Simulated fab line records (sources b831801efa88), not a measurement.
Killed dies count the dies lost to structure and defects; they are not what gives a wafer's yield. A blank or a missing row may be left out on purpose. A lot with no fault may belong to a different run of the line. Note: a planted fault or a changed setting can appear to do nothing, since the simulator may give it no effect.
The same fault as seen by 2 desks ; flow sky130 ; each desk holds nothing but its own numbers, with what lay behind them at the end

FOR THE TOOL OWNER'S DESK: rieDiel-04
The tool's own readings at SKY_PASSIVATION_ETCH_11 (etches the open film in CF4/O2, stops on AlCu, target depth 725 nm, time 161.1 s): means of the sampled wafers that have a number, for each lot that ran on this tool. Any lot whose mean is over 4 standard deviations away from the usual mean is out of limits and marked OUT; that distance is given in the brackets.
Columns: A = drypumpMotorCurrentA at SKY_PASSIVATION_ETCH_11, usual 5.8 A; B = oesProductAu at SKY_PASSIVATION_ETCH_11, usual 0.972 a.u.; C = throttleValvePct at SKY_PASSIVATION_ETCH_11, usual 5.962 %
lot;first seen here;A;B;C
L413;day 46 08:55;6.1;0.965;5.965
L418;day 48 02:23;5.7;0.974;5.966
L419;day 48 04:52;5.7;0.971;5.955
L420;day 48 07:01;6.0;0.968;5.961
L423;day 48 19:32;5.6;0.972;5.961
Result from this desk: across the 5 lots, nothing is out of limits.

THE METROLOGY DESK
What the gauges read, lot by lot, whatever tool the lot ran on: means of the sampled wafers that have a number. Any lot whose mean is over 4 standard deviations away from the usual mean is out of limits and marked OUT; that distance is given in the brackets.
Columns: A = CAP2M_OVL at SKY_CAP2M_OVL_MEAS_12, usual -0.9 nm
lot;first seen here;A
L412;day 42 07:51;-1.6
L413;day 42 12:25;-1.1
L414;day 42 20:29;1.0
L415;day 42 21:23;-2.0
L416;day 43 09:14;-2.6
L418;day 44 11:01;0.3
L419;day 44 13:09;-0.3
L420;day 44 16:02;-0.5
L423;day 45 07:22;-1.5
L424;day 45 10:52;-1.4
L428;day 46 10:47;-0.7
Result from this desk: across the 11 lots, nothing is out of limits.

TAKEN TOGETHER
The desk of the tool owner found nothing out of limits.
From the metrology desk's view, nothing was out of limits.

WHAT THE SIMULATOR HAD PUT IN
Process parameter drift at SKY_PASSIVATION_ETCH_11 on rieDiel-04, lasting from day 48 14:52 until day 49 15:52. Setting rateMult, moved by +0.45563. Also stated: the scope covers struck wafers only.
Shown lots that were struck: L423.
